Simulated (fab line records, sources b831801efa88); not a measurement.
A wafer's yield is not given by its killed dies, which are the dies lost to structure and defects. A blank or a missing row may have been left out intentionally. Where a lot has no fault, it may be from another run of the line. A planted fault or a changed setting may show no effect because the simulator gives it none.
fab line records	flow sky130
record: lots: 5	wafers: 14	last_day: 50
route steps=708 shown VIA2@527 METAL3@532 CAPM@537 PAD_OPEN@708
lots that met no fault: taken from a fault-free run of the same line
start_h: hours from the record's opening day to when the first of the lot's shown wafers began	wait_h: time in hours since the lot's previous step	" same as the row above	L1.1+2: a single row standing in for several wafers	- no value, or no start given	* or withheld: withheld	< > ~ a bound
route shown NAME@n: a module of which the file shows steps, and the number in the route of the first	usual: the fault-free wafers' mean and standard deviation	same: alike in all rows	chamber/n: place in a boat	sites: the reading at each site	_std_site: their standard deviation	_edge_site: mean of outer sites minus mean of inner sites	radius_mm: for every site, how far away it sits from the centre of the wafer	mask NAME#n: copy n	behind: the tool/chamber that last shaped the wafer	hold: the reason the lot was held/the length of the hold in hours/how it ended	device: names the non-switching transistor (n, p or np)	end of line: tests of these same wafers at the route's end	where a step has no rows: the recipe by itself	killed: count of dies lost to structure and defects at first sort (not the wafer's yield)	map: per-die view of a wafer (x killed, . not killed, _ where there is no die)
set.NAME: the setting as run; set.NAME@STEP: as run at that earlier step	model.NAME: the simulator's own value behind a step, which no gauge read
lots at selected steps of the route; one table per step, one row per wafer
services: the hour from which a tool's chamber was out of use, counted from the record's first day as start_h (under 0 if before that day), plus the number of hours and why
== steps ==
step: SKY_VIA2_SPUTTER_20
recipe: material: TiN	target_thk_nm: 20	chamber_pressure_pa: 5	power_w: 4000	time_s: 80
step: SKY_VIA2_CVD_21
recipe: material: W	target_thk_nm: 420	time_s: 126.4	temp_c: 400	pressure_torr: 40
step: SKY_VIA2_RS_MEAS_22
recipe: thk_meas_gauge: four-point-probe	reads: W_of_VIA2_CVD_21+TiN_of_VIA2_SPUTTER_20
usual: VIA2_W_RS: 0.270/0.0031
lot.wafer	tool	chamber	start_h	wait_h	VIA2_W_RS[ohm/sq]
L253.2	film_metro-03	-	923.13	0.1	0.266
L253.3	"	-	"	"	0.265
L257.1	film_metro-04	-	943.60	0.1	0.272
L257.3	"	-	"	"	0.273
L257.5	"	-	"	"	0.273
L263.1	film_metro-04	-	987.70	0.1	0.276
L263.2	"	-	"	"	0.267
L263.6	"	-	"	"	0.272
L264.3	film_metro-02	-	993.41	0.1	0.269
L264.5	"	-	"	"	0.270
L264.6	"	-	"	"	0.269
L266.2	film_metro-02	-	1008.08	0.1	0.270
L266.4	"	-	"	"	0.269
L266.6	"	-	"	"	0.268
step: SKY_VIA2_THK_MEAS_23
recipe: thk_meas_gauge: xrf	reads: W_of_VIA2_CVD_21
usual: VIA2_W_THK: 455/9.6
lot.wafer	tool	chamber	start_h	wait_h	VIA2_W_THK[nm]
L253.2	film_metro-03	-	923.24	0.1	463
L253.3	"	-	"	"	466
L257.1	film_metro-04	-	943.72	0.1	440
L257.3	"	-	"	"	440
L257.5	"	-	"	"	439
L263.1	film_metro-04	-	987.82	0.1	436
L263.2	"	-	"	"	450
L263.6	"	-	"	"	442
L264.3	film_metro-02	-	993.51	0.1	467
L264.5	"	-	"	"	468
L264.6	"	-	"	"	471
L266.2	film_metro-02	-	1008.19	0.1	460
L266.4	"	-	"	"	460
L266.6	"	-	"	"	464
step: SKY_VIA2_CMP_24
recipe: stop_on: SiO2	t_overpolish_s: 20	down_force_psi: 3.5	platen_rpm: 60	target_thk_nm: 0	pad_velocity_m_s: 0.94248
step: SKY_METAL3_SPUTTER_00
recipe: material: Ti	target_thk_nm: 15	power_w: 3000	time_s: 10	chamber_pressure_pa: 0.4
step: SKY_METAL3_SPUTTER_01
recipe: material: TiN	target_thk_nm: 20	power_w: 6500	time_s: 16.7	chamber_pressure_pa: 0.4
step: SKY_METAL3_SPUTTER_02
recipe: material: AlCu	target_thk_nm: 735	power_w: 10600	time_s: 39.1	chamber_pressure_pa: 0.4
step: SKY_METAL3_SPUTTER_03
recipe: material: Ti	target_thk_nm: 5	power_w: 3000	time_s: 3.3	chamber_pressure_pa: 0.4
usual: cathode_dc_power_W: 3000.0/0.53	chamber_pressure_pa: 0.4000/0.00081	throttle_valve_pct: 29.8/1.2
lot.wafer	tool	chamber	start_h	wait_h	cathode_dc_power_W	chamber_pressure_pa	throttle_valve_pct
L253.2	pvd_sputter-02	-	923.67	0.0	3000.3	0.3994	32.0
L253.3	"	-	"	"	2999.0	0.3993	31.1
L257.1	pvd_sputter-01	-	944.18	0.0	3000.5	0.4005	28.7
L257.3	"	-	"	"	2999.7	0.4007	30.0
L257.5	"	-	"	"	3000.4	0.3991	28.7
L263.1	pvd_sputter-02	-	988.28	0.0	3000.3	0.4006	30.9
L263.2	"	-	"	"	3000.3	0.3985	30.3
L263.6	"	-	"	"	2999.7	0.3990	30.4
L264.3	pvd_sputter-01	-	993.94	0.0	2999.9	0.3987	30.1
L264.5	"	-	"	"	2999.9	0.4000	28.7
L264.6	"	-	"	"	3000.3	0.3988	31.4
L266.2	pvd_sputter-01	-	1008.62	0.0	3000.0	0.3993	27.7
L266.4	"	-	"	"	3000.4	0.3981	31.3
L266.6	"	-	"	"	2998.8	0.3998	31.5
step: SKY_METAL3_SPUTTER_04
recipe: material: TiN	target_thk_nm: 70	power_w: 6500	time_s: 58.3	chamber_pressure_pa: 0.4
step: SKY_CAPM_CVD_00
recipe: material: SiO2	target_thk_nm: 15.5	temp_c: 400	time_s: withheld	rf_w: 450
usual: heater_power_w: 712/77
lot.wafer	tool	chamber	start_h	wait_h	heater_power_w
L253.2	pecvd-02	2	923.74	0.0	660
L253.3	"	0	"	"	652
L257.1	pecvd-03	1	944.26	0.0	824
L257.3	"	0	"	"	726
L257.5	"	2	"	"	762
L263.1	pecvd-01	0	988.36	0.0	768
L263.2	"	2	"	"	743
L263.6	"	0	"	"	771
L264.3	pecvd-02	2	994.01	0.0	709
L264.5	"	2	"	"	704
L264.6	"	1	"	"	626
L266.2	pecvd-01	0	1008.69	0.0	769
L266.4	"	1	"	"	818
L266.6	"	2	"	"	663
step: SKY_CAPM_THK_MEAS_01
recipe: reads: SiO2_of_CAPM_CVD_00
usual: CAPM_CVD_00_THK: 15.55/0.26
lot.wafer	tool	chamber	start_h	wait_h	CAPM_CVD_00_THK[nm]
L253.2	film_metro-03	-	923.77	-	15.35
L253.3	"	-	"	"	15.26
L257.1	film_metro-03	-	944.28	-	15.43
L257.3	"	-	"	"	15.48
L257.5	"	-	"	"	15.70
L263.1	film_metro-03	-	988.38	-	15.38
L263.2	"	-	"	"	15.52
L263.6	"	-	"	"	15.43
L264.3	film_metro-02	-	994.05	-	15.27
L264.5	"	-	"	"	15.40
L264.6	"	-	"	"	15.64
L266.2	film_metro-01	-	1008.72	-	15.26
L266.4	"	-	"	"	15.45
L266.6	"	-	"	"	15.93
step: SKY_CAPM_SPUTTER_02
recipe: material: TiN	target_thk_nm: 200	temp_c: 300	power_w: 6500	time_s: 166.7	chamber_pressure_pa: 0.4
usual: cathode_dc_power_W: 6500.0/1.2	chamber_pressure_pa: 0.4000/0.00074	substrate_temp_c: 299.98/0.22	throttle_valve_pct: 30.0/0.94
lot.wafer	tool	chamber	start_h	wait_h	cathode_dc_power_W	chamber_pressure_pa	substrate_temp_c	throttle_valve_pct	model.TiN_of_CAPM_SPUTTER_02.thk_nm
L253.2	pvd_sputter-04	-	923.82	0.0	6502.0	0.3985	299.93	30.3	196
L253.3	"	-	"	"	6497.6	0.3997	299.82	28.1	211.5
L257.1	pvd_sputter-03	-	944.34	0.1	6500.7	0.3996	299.96	29.1	202
L257.3	"	-	"	"	6499.2	0.4014	300.11	29.5	195.8
L257.5	"	-	"	"	6501.8	0.3992	299.61	31.3	199.1
L263.1	pvd_sputter-04	-	988.44	0.1	6500.1	0.3990	300.03	30.4	197.1
L263.2	"	-	"	"	6501.3	0.4001	299.99	30.3	197.8
L263.6	"	-	"	"	6500.1	0.4009	299.80	30.6	198.7
L264.3	pvd_sputter-03	-	994.09	0.0	6501.6	0.4000	299.90	29.8	193.9
L264.5	"	-	"	"	6499.5	0.3996	299.94	29.6	195.9
L264.6	"	-	"	"	6502.2	0.4008	300.15	28.9	199.5
L266.2	pvd_sputter-03	-	1008.77	0.0	6499.5	0.4003	300.07	31.2	200.4
L266.4	"	-	"	"	6500.7	0.3997	299.81	29.9	199.9
L266.6	"	-	"	"	6499.4	0.3997	299.92	29.7	197.1
step: SKY_CAPM_RS_MEAS_03
recipe: thk_meas_gauge: four-point-probe	reads: TiN_of_CAPM_SPUTTER_02
usual: CAPM_TIN_RS: 6.96/0.089
lot.wafer	tool	chamber	start_h	wait_h	CAPM_TIN_RS[ohm/sq]
L253.2	film_metro-01	-	923.95	0.1	7.08
L253.3	"	-	"	"	6.53
L257.1	film_metro-02	-	944.45	0.1	6.85
L257.3	"	-	"	"	7.06
L257.5	"	-	"	"	6.94
L263.1	film_metro-02	-	988.55	0.1	7.02
L263.2	"	-	"	"	6.99
L263.6	"	-	"	"	6.96
L264.3	film_metro-02	-	994.24	0.1	7.14
L264.5	"	-	"	"	7.06
L264.6	"	-	"	"	6.94
L266.2	film_metro-02	-	1008.90	0.1	6.91
L266.4	"	-	"	"	6.92
L266.6	"	-	"	"	7.02
step: SKY_CAPM_THK_MEAS_04
recipe: thk_meas_gauge: xrf	reads: TiN_of_CAPM_SPUTTER_02
usual: CAPM_TIN_THK: 198.3/2.8
lot.wafer	tool	chamber	start_h	wait_h	CAPM_TIN_THK[nm]
L253.2	film_metro-01	-	924.06	0.1	196.9
L253.3	"	-	"	"	212.5
L257.1	film_metro-02	-	944.57	0.1	203.0
L257.3	"	-	"	"	196.5
L257.5	"	-	"	"	199.8
L263.1	film_metro-02	-	988.67	0.1	197.5
L263.2	"	-	"	"	198.1
L263.6	"	-	"	"	199.2
L264.3	film_metro-02	-	994.34	0.1	194.7
L264.5	"	-	"	"	195.5
L264.6	"	-	"	"	200.5
L266.2	film_metro-02	-	1009.01	0.1	199.9
L266.4	"	-	"	"	200.1
L266.6	"	-	"	"	197.1
step: SKY_CAPM_DEHYDRATE_05
recipe: temp_c: 200	time_s: 60
step: SKY_CAPM_HMDS_06
recipe: prime_time_s: 60	prime_temp_c: 120
step: SKY_CAPM_COAT_07
recipe: resist: NOVOLAK	spin_rpm: 3000	resist_thk_nm: 1140
step: SKY_CAPM_SOFTBAKE_08
recipe: temp_c: 90	time_s: 60	resist: NOVOLAK
step: SKY_CAPM_EXPOSE_09
recipe: mask_id: CAPM	na: 0.6	source_shape: conventional	sigma_outer: 0.6	polarization: unpolarized	target_cd_nm: 1000	dose_mj: 159
step: SKY_CAPM_PEB_10
recipe: temp_c: withheld	time_s: *	resist: NOVOLAK
step: SKY_CAPM_DEVELOP_11
recipe: resist: NOVOLAK	developer: TMAH	develop_time_s: 60	dev_temp_c: 23
step: SKY_CAPM_OVL_MEAS_12
usual: CAPM_OVL: 0.3/1.4
lot.wafer	tool	chamber	start_h	wait_h	CAPM_OVL[nm]
L253.2	overlay-01	-	948.98	0.1	-1.0
L253.3	"	-	"	"	1.1
L257.1	overlay-02	-	969.24	0.1	2.5
L257.3	"	-	"	"	2.2
L257.5	"	-	"	"	3.5
L263.1	overlay-01	-	1012.09	0.1	-1.0
L263.2	"	-	"	"	-0.1
L263.6	"	-	"	"	0.4
L264.3	overlay-02	-	1017.11	0.1	3.4
L264.5	"	-	"	"	2.7
L264.6	"	-	"	"	3.1
L266.2	overlay-02	-	1031.50	0.1	-0.6
L266.4	"	-	"	"	1.1
L266.6	"	-	"	"	-0.6
step: SKY_CAPM_METAL_ETCH_13
recipe: target_depth_nm: 220	stop_on: SiO2	chemistry: Cl2/BCl3	target: TiN	pressure_mtorr: 10	icp_w: 900	bias_w: 48.5	Cl2_flow_sccm: 60	bcl3_flow_sccm: 30	time_s: 62.9
usual: bcl3_flow_sccm: 30.01/0.089	drypump_motor_current_A: 5.9/0.36	oes_product_au: 0.938/0.0083	throttle_valve_pct: 21.904/0.0095
lot.wafer	tool	chamber	start_h	wait_h	bcl3_flow_sccm	drypump_motor_current_A	oes_product_au	rf_hours_counter_h	throttle_valve_pct
L253.2	rie_metal-02	1	949.01	0.0	29.77	5.8	0.930	3	21.909
L253.3	"	0	"	"	30.11	5.8	0.971	-	21.885
L257.1	rie_metal-04	1	969.28	0.0	29.98	5.7	0.944	11	21.896
L257.3	"	0	"	"	29.99	6.4	0.917	-	21.899
L257.5	"	1	"	"	29.90	5.7	0.944	-	21.900
L263.1	rie_metal-02	0	1012.13	0.0	29.83	5.8	0.931	17	21.911
L263.2	"	1	"	"	30.10	5.8	0.936	7	21.895
L263.6	"	1	"	"	29.86	5.8	0.939	-	21.896
L264.3	rie_metal-02	0	1017.16	0.0	30.21	5.8	0.925	-	21.917
L264.5	"	1	"	"	30.01	5.8	0.929	-	21.914
L264.6	"	0	"	"	30.17	5.8	0.941	-	21.917
L266.2	rie_metal-02	1	1031.53	0.0	30.04	5.8	0.940	7	21.908
L266.4	"	1	"	"	29.99	5.8	0.944	-	21.908
L266.6	"	1	"	"	30.09	5.8	0.926	-	21.889
step: SKY_CAPM_STRIP_14
recipe: chemistry: O2/N2	power_w: 1400	pressure_mtorr: 1500	platen_temp_c: withheld	o2_flow_sccm: 3000	n2_flow_sccm: 300	overash_fraction: 0.5
step: SKY_CAPM_STRIP_15
recipe: chemistry: post_etch_residue_remover	time_s: 1200	temp_c: 72.5
step: SKY_CAPM_CLEAN_16
recipe: chemistry: IPA	time_s: 180	temp_c: 25
step: SKY_CAPM_CLEAN_17
recipe: chemistry: O3/DIW	dry: n2_spin
step: SKY_METAL3_DEHYDRATE_05
recipe: temp_c: 200	time_s: 60
step: SKY_METAL3_HMDS_06
recipe: prime_time_s: 60	prime_temp_c: 120
step: SKY_METAL3_COAT_07
recipe: resist: BARC	temp_c: withheld	time_s: withheld	spin_rpm: 3000	resist_thk_nm: 60
step: SKY_METAL3_COAT_08
recipe: resist: KrF-thick	spin_rpm: 3000	resist_thk_nm: 1140
step: SKY_METAL3_SOFTBAKE_09
recipe: temp_c: 100	time_s: 90	resist: KrF-thick
step: SKY_METAL3_EXPOSE_10
recipe: mask_id: MM3	na: 0.68	source_shape: annular	sigma_inner: 0.4	sigma_outer: 0.8	target_cd_nm: 300	dose_mj: 28
step: SKY_METAL3_PEB_11
recipe: peb_temp_c: withheld	peb_time_s: withheld	resist: KrF-thick
step: SKY_METAL3_DEVELOP_12
recipe: develop_time_s: 60	resist: KrF-thick	dev_temp_c: 21
step: SKY_METAL3_CD_MEAS_13
recipe: target_cd_nm: 300
usual: cd_nm: 299.8/1.5
lot.wafer	tool	chamber	start_h	wait_h	cd_nm
L253.2	cd_sem-02	-	974.60	-	301.4
L253.3	"	-	"	"	298.6
L257.1	cd_sem-01	-	994.18	-	299.1
L257.3	"	-	"	"	298.9
L257.5	"	-	"	"	299.0
L263.1	cd_sem-01	-	1035.78	-	300.5
L263.2	"	-	"	"	300.2
L263.6	"	-	"	"	299.1
L264.3	cd_sem-01	-	1040.62	-	300.2
L264.5	"	-	"	"	300.4
L264.6	"	-	"	"	300.2
L266.2	cd_sem-02	-	1054.61	-	300.4
L266.4	"	-	"	"	300.8
L266.6	"	-	"	"	301.8
step: SKY_METAL3_OVL_MEAS_14
usual: METAL3_OVL: 0/5.3
lot.wafer	tool	chamber	start_h	wait_h	METAL3_OVL[nm]
L253.2	overlay-01	-	974.70	0.1	-5
L253.3	"	-	"	"	-4
L257.1	overlay-02	-	994.30	0.1	3
L257.3	"	-	"	"	3
L257.5	"	-	"	"	-1
L263.1	overlay-02	-	1035.90	0.1	-8
L263.2	"	-	"	"	-11
L263.6	"	-	"	"	-8
L264.3	overlay-01	-	1040.71	0.1	-4
L264.5	"	-	"	"	-1
L264.6	"	-	"	"	-1
L266.2	overlay-02	-	1054.72	0.1	2
L266.4	"	-	"	"	5
L266.6	"	-	"	"	5
step: SKY_METAL3_DESCUM_15
recipe: chemistry: O2	source_power_w: 150	bias_power_w: 0	pressure_mtorr: 10	temp_c: 40	time_s: 8
usual: drypump_motor_current_A: 5.6/0.34	oes_product_au: 1.001/0.009
lot.wafer	tool	chamber	start_h	wait_h	drypump_motor_current_A	oes_product_au	rf_hours_counter_h
L253.2	rie_metal-02	0	974.73	0.0	5.8	1.000	15
L253.3	"	1	"	"	5.8	0.991	-
L257.1	rie_metal-03	1	994.33	0.0	6.3	1.007	11
L257.3	"	0	"	"	5.4	1.000	-
L257.5	"	0	"	"	5.3	0.994	-
L263.1	rie_metal-02	0	1035.94	0.0	5.8	1.004	18
L263.2	"	1	"	"	5.8	0.995	8
L263.6	"	1	"	"	5.8	0.987	-
L264.3	rie_metal-03	1	1040.74	0.0	6.2	1.021	-
L264.5	"	0	"	"	5.3	0.999	-
L264.6	"	1	"	"	6.2	1.010	-
L266.2	rie_metal-02	1	1054.75	0.0	5.8	0.991	9
L266.4	"	1	"	"	5.8	0.993	-
L266.6	"	1	"	"	5.8	0.992	-
step: SKY_METAL3_ETCH_16
recipe: chemistry: N2/H2	target: BARC	ion_energy_ev: 200	bias_w: 100	pressure_mtorr: 30	n2_flow_sccm: 100	h2_flow_sccm: 200	icp_w: 500	stop_on: SiO2	time_s: 88.2	target_depth_a: 600
usual: drypump_motor_current_A: 5.7/0.34	oes_product_au: 0.625/0.0039	throttle_valve_pct: 13.205/0.0091
lot.wafer	tool	chamber	start_h	wait_h	drypump_motor_current_A	oes_product_au	rf_hours_counter_h	throttle_valve_pct
L253.2	rie_metal-02	0	974.76	0.0	5.7	0.625	15	13.199
L253.3	"	1	"	"	5.8	0.631	-	13.210
L257.1	rie_metal-03	1	994.36	0.0	6.3	0.621	11	13.205
L257.3	"	0	"	"	5.4	0.623	-	13.197
L257.5	"	0	"	"	5.4	0.631	-	13.218
L263.1	rie_metal-02	0	1035.97	0.0	5.8	0.629	18	13.211
L263.2	"	1	"	"	5.8	0.627	8	13.211
L263.6	"	1	"	"	5.8	0.620	-	13.215
L264.3	rie_metal-03	1	1040.80	0.0	6.2	0.632	-	13.204
L264.5	"	0	"	"	5.4	0.632	-	13.214
L264.6	"	1	"	"	6.2	0.622	-	13.208
L266.2	rie_metal-02	1	1054.78	0.0	5.8	0.626	9	13.204
L266.4	"	1	"	"	5.8	0.620	-	13.199
L266.6	"	1	"	"	5.8	0.623	-	13.188
step: SKY_METAL3_ETCH_17
recipe: target: SiO2	stop_on: TiN	chemistry: C4F8/O2/Ar	source_w: 1500	bias_w: 1200	pressure_mtorr: 40	c4f8_flow_sccm: withheld	O2_flow_sccm: 6	Ar_flow_sccm: 300	time_s: 3.9	target_depth_a: 150
step: SKY_METAL3_METAL_ETCH_18
recipe: target_depth_a: 8450	stop_on: SiO2	over_etch_frac: 0.3	time_s: 183.1	chemistry: Cl2/BCl3	resist_sidewall_deg: 88	pressure_mtorr: 10	icp_w: 900	bias_w: 48.5	Cl2_flow_sccm: 60	bcl3_flow_sccm: 30
usual: bcl3_flow_sccm: 30.00/0.09	drypump_motor_current_A: 5.6/0.32	oes_product_au: 0.864/0.0066	throttle_valve_pct: 22.264/0.01
lot.wafer	tool	chamber	start_h	wait_h	bcl3_flow_sccm	drypump_motor_current_A	oes_product_au	rf_hours_counter_h	throttle_valve_pct
L253.2	rie_metal-01	0	974.88	0.0	30.00	5.6	0.866	12	22.275
L253.3	"	0	"	"	30.02	5.6	0.856	-	22.278
L257.1	rie_metal-01	1	994.48	0.0	29.81	5.2	0.864	16	22.258
L257.3	"	1	"	"	29.81	5.2	0.856	-	22.262
L257.5	"	1	"	"	29.90	5.2	0.872	-	22.260
L263.1	rie_metal-03	0	1036.09	0.0	30.10	5.4	0.861	3	22.278
L263.2	"	1	"	"	30.10	6.2	0.861	14	22.266
L263.6	"	1	"	"	29.94	6.3	0.866	-	22.269
L264.3	rie_metal-01	0	1040.94	0.1	30.00	5.6	0.880	-	22.258
L264.5	"	1	"	"	30.21	5.2	0.862	-	22.282
L264.6	"	0	"	"	29.94	5.6	0.870	-	22.255
L266.2	rie_metal-03	0	1054.90	0.0	29.91	5.3	0.864	4	22.271
L266.4	"	1	"	"	29.97	6.2	0.877	-	22.259
L266.6	"	0	"	"	30.05	5.3	0.877	-	22.262
step: SKY_METAL3_STRIP_20
recipe: chemistry: post_etch_residue_remover	time_s: 1200	temp_c: 72.5
lot.wafer	tool	chamber	start_h	wait_h	model.TiN_of_CAPM_SPUTTER_02.thk_nm
L253.2	wet_bench-02	2	975.16	0.1	195.1
L253.3	"	2	"	"	210.6
L257.1	wet_bench-02	1	994.76	0.1	201.2
L257.3	"	1	"	"	195
L257.5	"	1	"	"	198.2
L263.1	wet_bench-02	0	1036.36	0.1	196.2
L263.2	"	0	"	"	197
L263.6	"	0	"	"	197.8
L264.3	wet_bench-04	0	1041.16	0.0	193.1
L264.5	"	0	"	"	195
L264.6	"	0	"	"	198.6
L266.2	wet_bench-04	3	1055.18	0.1	199.5
L266.4	"	3	"	"	199.1
L266.6	"	3	"	"	196.2
step: SKY_PAD_OPEN_PROBE_99
usual: defect_limited_yield: 82.4/2	killed_at_M0_to_M3: 43/6.7	killed_at_M4_up: 3.2/2.1	killed_at_contacts: 25/5.9	killed_at_front_end: 16/4.7	killed_at_other: 0.3/0.54	killed_dies: 87/9.8	killed_open: 47/6.7	killed_short: 40/6.5	sort_bin_3_pad_short: 0.9/0.45	sort_bin_5_function: 10.5/1.5	sort_bin_6_memory: 6.2/1.2	sort_n_pass: 405/9.8	sort_yield_pct: 82.4/2
same: gross_dies: 492	killed_at_back_side: 0	sort_bin_4_leakage[%]: 0	sort_bin_8_speed[%]: 0
lot.wafer	tool	chamber	start_h	wait_h	defect_limited_yield[%]	killed_at_M0_to_M3	killed_at_M4_up	killed_at_contacts	killed_at_front_end	killed_at_other	killed_dies	killed_open	killed_short	sort_bin_3_pad_short[%]	sort_bin_5_function[%]	sort_bin_6_memory[%]	sort_n_pass	sort_yield_pct[%]	model.etest.cap_mim.plate_ohm_sq
L253.2	prober-01	-	1137.34	0.1	84.6	38	3	21	14	0	76	39	37	1.2	7.7	6.5	416	84.6	6.133
L253.3	prober-01	-	1137.39	0.2	83.5	37	1	26	17	0	81	41	39	0.6	10.4	5.5	411	83.5	5.679
L257.1	prober-01	-	1153.70	0.1	82.5	48	0	17	19	2	86	50	34	1.0	10.2	6.3	406	82.5	5.887
L257.3	prober-01	-	1153.80	0.2	80.5	55	3	28	10	0	96	55	41	0.6	9.6	9.3	396	80.5	6.125
L257.5	prober-01	-	1153.90	0.2	85.4	35	2	26	8	1	72	34	36	0.8	7.5	6.3	420	85.4	6.012
L263.1	prober-01	-	1184.74	0.1	81.3	36	7	35	14	0	92	51	41	1.8	11.2	5.7	400	81.3	6.107
L263.2	prober-01	-	1184.79	0.1	82.5	44	0	26	16	0	86	51	35	0.8	8.5	8.1	406	82.5	6.052
L263.6	prober-01	-	1184.99	0.2	78.5	46	5	34	21	0	106	63	43	1.2	13.0	7.3	386	78.5	6.033
L264.3	prober-02	-	1188.95	0.2	82.1	48	7	17	16	0	88	41	47	1.0	11.6	5.3	404	82.1	6.151
L264.5	prober-02	-	1189.05	0.2	88.2	24	3	19	12	0	58	40	18	0.8	7.5	3.5	434	88.2	6.128
L264.6	prober-02	-	1189.10	0.2	81.5	38	11	22	20	0	91	46	45	0.6	12.4	5.5	401	81.5	6.046
L266.2	prober-02	-	1199.00	0.1	79.1	59	2	32	10	0	103	56	47	0.2	12.8	7.9	389	79.1	5.968
L266.4	prober-02	-	1199.10	0.2	85.6	28	0	27	14	2	71	35	36	1.0	7.7	5.7	421	85.6	6.009
L266.6	prober-02	-	1199.20	0.2	81.5	37	3	25	25	1	91	52	39	1.2	11.0	6.3	401	81.5	6.117
killed by level:class
L253.2 VIA2:geometric_particle:open=8 CONTACT:geometric_particle:open=7 LI_CONTACT:geometric_particle:open=5 VIA3:geometric_particle:open=5 CONTACT:geometric_particle:short=5 METAL2:geometric_particle:short=5 VIA2:geometric_particle:short=5 METAL1:geometric_particle:short=4
L253.3 CONTACT:geometric_particle:open=11 VIA1:geometric_particle:open=9 CONTACT:geometric_particle:short=7 VIA2:geometric_particle:open=6 METAL1:geometric_particle:short=6 FIELD_ISO:geometric_particle:short=5 POLY_GATE:geometric_particle:short=5 LOCAL_INTERCONNECT:geometric_particle:short=4
L257.1 VIA1:geometric_particle:open=15 VIA2:geometric_particle:open=8 VIA3:geometric_particle:short=6 FIELD_ISO:geometric_particle:open=5 CONTACT:geometric_particle:open=5 VIA3:geometric_particle:open=5 CONTACT:geometric_particle:short=4 VIA2:geometric_particle:short=4
L257.3 CONTACT:geometric_particle:open=12 VIA1:geometric_particle:open=11 VIA2:geometric_particle:open=10 LI_CONTACT:geometric_particle:open=8 METAL1:geometric_particle:short=8 VIA3:geometric_particle:open=6 VIA1:geometric_particle:short=5 POLY_GATE:geometric_particle:short=4
L257.5 CONTACT:geometric_particle:open=8 LOCAL_INTERCONNECT:geometric_particle:short=7 VIA1:geometric_particle:open=7 VIA2:geometric_particle:short=6 LI_CONTACT:geometric_particle:open=5 VIA2:geometric_particle:open=4 METAL1:geometric_particle:short=4 VIA1:geometric_particle:short=4
L263.1 CONTACT:geometric_particle:open=10 LI_CONTACT:geometric_particle:open=9 LOCAL_INTERCONNECT:geometric_particle:short=9 VIA1:geometric_particle:open=8 VIA2:geometric_particle:open=7 METAL4:geometric_particle:short=7 FIELD_ISO:geometric_particle:short=5 VIA3:geometric_particle:open=5
L263.2 LI_CONTACT:geometric_particle:open=13 VIA3:geometric_particle:open=9 VIA1:geometric_particle:open=8 VIA2:geometric_particle:open=7 FIELD_ISO:geometric_particle:short=6 VIA1:geometric_particle:short=6 CONTACT:geometric_particle:open=6 FIELD_ISO:geometric_particle:open=5
L263.6 VIA2:geometric_particle:open=13 LI_CONTACT:geometric_particle:open=11 CONTACT:geometric_particle:open=11 POLY_GATE:geometric_particle:short=9 CONTACT:geometric_particle:short=9 VIA3:geometric_particle:open=6 METAL1:geometric_particle:open=5 VIA1:geometric_particle:open=5
L264.3 METAL1:geometric_particle:short=9 VIA2:geometric_particle:open=9 CONTACT:geometric_particle:open=7 METAL4:geometric_particle:short=7 VIA1:geometric_particle:open=5 VIA3:geometric_particle:open=5 POLY_GATE:geometric_particle:open=4 CONTACT:geometric_particle:short=4
L264.5 LI_CONTACT:geometric_particle:open=12 VIA1:geometric_particle:open=7 CONTACT:geometric_particle:open=6 FIELD_ISO:geometric_particle:open=3 POLY_GATE:geometric_particle:short=3 POLY_GATE:geometric_particle:open=3 VIA2:geometric_particle:open=3 METAL1:geometric_particle:short=3
L264.6 CONTACT:geometric_particle:open=10 VIA1:geometric_particle:open=10 METAL2:geometric_particle:short=8 METAL4:geometric_particle:short=7 FIELD_ISO:geometric_particle:open=6 POLY_GATE:geometric_particle:short=5 POLY_GATE:geometric_particle:open=5 FIELD_ISO:geometric_particle:short=4
L266.2 VIA1:geometric_particle:open=16 LI_CONTACT:geometric_particle:open=10 CONTACT:geometric_particle:open=10 VIA2:geometric_particle:open=9 METAL2:geometric_particle:short=6 CONTACT:geometric_particle:short=5 METAL1:geometric_particle:short=5 VIA1:geometric_particle:short=5
L266.4 VIA1:geometric_particle:open=10 CONTACT:geometric_particle:open=8 POLY_GATE:geometric_particle:open=5 CONTACT:geometric_particle:short=5 VIA1:geometric_particle:short=5 FIELD_ISO:geometric_particle:short=4 POLY_GATE:geometric_particle:short=4 LI_CONTACT:geometric_particle:open=4
L266.6 LI_CONTACT:geometric_particle:open=11 VIA1:geometric_particle:open=8 VIA2:geometric_particle:open=8 POLY_GATE:geometric_particle:short=7 POLY_GATE:geometric_particle:open=5 VIA1:geometric_particle:short=5 LOCAL_INTERCONNECT:geometric_particle:short=5 CONTACT:geometric_particle:open=5
== services ==
tool	chamber	start_h	hours	kind
pecvd-01	0	921.39	5.8	repair
pecvd-02	-	928.39	5.5	pm
pecvd-02	1	935.99	22.5	repair
rie_metal-04	-	937.36	1.5	repair
rie_metal-04	1	949.25	5.2	repair
pvd_sputter-04	-	950.52	1.9	repair
pecvd-03	1	956.06	5.5	scheduled_down
rie_metal-03	1	956.61	16.4	repair
rie_metal-04	-	966.36	0.9	repair
rie_metal-03	0	973.64	-	clean
rie_metal-03	0	973.64	15.7	scheduled_down
rie_metal-03	0	973.64	15.7	vent_cycle
pecvd-02	2	979.58	2.1	scheduled_down
pvd_sputter-04	-	993.66	4.9	repair
pecvd-03	1	999.38	-	clean
pecvd-02	1	1000.38	5.0	scheduled_down
pecvd-01	-	1003.44	0.3	repair
pecvd-01	2	1012.92	2.1	scheduled_down
pvd_sputter-03	-	1019.12	0.8	repair
pecvd-02	2	1022.42	5.5	scheduled_down
pecvd-02	1	1035.94	5.5	scheduled_down
rie_metal-04	-	1040.55	1.4	pm
pecvd-03	-	1042.13	6.0	pm
pecvd-01	-	1053.28	0.5	repair
== key ==
first_sign: step: SKY_CAPM_RS_MEAS_03	reading: CAPM_TIN_RS	direction: down	sigmas: 4.8	usual: 6.96	struck: 6.53
effect: step: SKY_CAPM_THK_MEAS_04	reading: CAPM_TIN_THK	direction: up	sigmas: 5.1	usual: 198.3	struck: 212.5
effect: step: SKY_CAPM_METAL_ETCH_13	reading: oes_product_au	direction: up	sigmas: 4	usual: 0.938	struck: 0.971
model_effect: step: SKY_CAPM_SPUTTER_02	value: TiN_of_CAPM_SPUTTER_02.thk_nm	without: 197.9	struck: 211.5
model_effect: step: SKY_METAL3_STRIP_20	value: TiN_of_CAPM_SPUTTER_02.thk_nm	without: 197.1	struck: 210.6
model_effect: step: SKY_PAD_OPEN_PROBE_99	value: etest.cap_mim.plate_ohm_sq	without: 6.067	struck: 5.679
met_at SKY_CAPM_SPUTTER_02
struck_wafers L253.3
fault: kind: process_parameter_drift	tool: pvd_sputter-04	chamber: -	onset_h: 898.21	steps: SKY_CAPM_SPUTTER_02	channel: target_thk_nm	offset: 13.545	shape: step	end_h: 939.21	scope: struck_wafers_only	acts_in: these_recipes_only	stated: 200
